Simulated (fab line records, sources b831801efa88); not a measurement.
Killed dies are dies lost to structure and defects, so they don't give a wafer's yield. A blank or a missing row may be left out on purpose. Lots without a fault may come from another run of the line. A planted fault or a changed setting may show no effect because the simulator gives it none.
Which tool did it? | flow sky130 | 6 lots, 18 wafers sampled, at 2 steps of a route of 708

WHAT THE GAUGES READ, wafer by wafer
SKY_NWELL_OVL_MEAS_23.
lot  | measured    | on         | NWELL_01_OVL (nm)
L426 | day 5 06:13 | overlay-02 | 0.3 -2.3 -0.1
L428 | day 6 09:18 | overlay-02 | 0.5 1.7 0.4
L432 | day 7 03:22 | overlay-02 | 0.1 -1.0 -0.5
L434 | day 7 13:39 | overlay-01 | -0.1 0.0 0.4
L439 | day 8 18:01 | overlay-02 | 0.5 -0.7 -0.7
L441 | day 9 06:46 | overlay-02 | 0.0 -1.9 -0.9

WHICH TOOL RAN EACH LOT (tool, then ch and the chambers of the sampled wafers, then the start)
lot  | SKY_FIELD_ISO_ETCH_14
L426 | rie_diel-03 ch 1,3, day 2 09:02
L428 | rie_diel-03 ch 0,2,3, day 2 21:35
L432 | rie_diel-01 ch 0,2, day 3 16:04
L434 | rie_diel-03 ch 1,3, day 4 05:22
L439 | rie_diel-01 ch 0,3, day 5 06:13
L441 | rie_diel-01 ch 0,2,3, day 5 15:38
- SKY_FIELD_ISO_ETCH_14: etches BARC in N2/H2, stops on SiO2, time 45.9 s, target depth 60 nm.

THE ANSWER, worked out from the rows above alone
Rule: what is usual is taken from the lots themselves. Put in order of their means at a reading, lots are off if they are a third of the lots or fewer, leave a main group of 4 or more, and stand apart from it by a gap of 3 or more times the standard deviation of the main group's means; of several such gaps the widest counts. A main group whose means are all the same, to the digits that the tables above print for the reading, isn't used. A lot without any number at a reading at which 4 lots or more have one is off too. The other lots that the step has rows for count as sound.
No lot is off at any reading shown: from this, nothing can be told.

WHAT THE SIMULATOR HAD PUT IN
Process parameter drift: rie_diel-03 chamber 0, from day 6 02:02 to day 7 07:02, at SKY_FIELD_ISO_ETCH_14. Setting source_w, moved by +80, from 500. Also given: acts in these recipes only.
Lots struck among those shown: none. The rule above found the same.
